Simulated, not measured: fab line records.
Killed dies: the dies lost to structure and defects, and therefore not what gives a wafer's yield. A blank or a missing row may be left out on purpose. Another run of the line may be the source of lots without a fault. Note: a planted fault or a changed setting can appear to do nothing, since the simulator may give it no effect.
Matching of chambers ; flow sky130 ; cmp-01 running SKY_VIA4_CMP_21: 4 sister chambers
The step polishes, stops on SiO2, t overpolish 25 s, target thk 0 nm. 7 wafers are shown with their chamber, then 7 later ones without.

## WAFERS WITH THEIR CHAMBER
wafer;chamber;motorCurrentA (A);retainingRingPressureFrac
L710.6;0;10.9;1.002
L718.2;1;9.6;0.995
L719.1;1;9.2;1.000
L719.3;2;11.2;1.001
L719.4;3;13.0;0.998
L721.1;2;10.9;0.999
L721.4;3;12.4;1.001

## WAFERS WITH NO CHAMBER GIVEN
wafer;motorCurrentA (A);retainingRingPressureFrac
L721.6;10.9;0.996
L723.1;12.4;1.004
L723.3;9.3;0.998
L723.4;11.3;1.010
L726.1;11.0;0.997
L726.2;11.0;1.004
L726.5;11.1;0.997

## CHAMBER TAKEN BY EACH
wafer;from the rows above;in truth
L721.6;can't be placed: 2 or 0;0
L723.1;3;3
L723.3;1;1
L723.4;can't be placed: 0 or 2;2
L726.1;can't be placed: 2 or 0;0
L726.2;can't be placed: 0 or 2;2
L726.5;can't be placed: 2 or 0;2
Correctly placed: 2 of 7. From these rows, 5 cannot be placed; in 5 the true chamber is one of the candidates. Wrongly placed: 0.
How it was worked out, from the rows above alone: a wafer's distance from a chamber is the root of the sum, over the readings, of the square of ((its reading less the chamber's mean) divided by the reading's scatter). If the next closest chamber is less than 2 further off than the closest, the wafer can't be placed; otherwise it belongs to the closest. For every chamber, the mean is computed from those of its wafers that are shown. The scatter: the root of (the sum of the squares of (reading less its chamber's mean) over the shown wafers, divided by (wafers less chambers)).
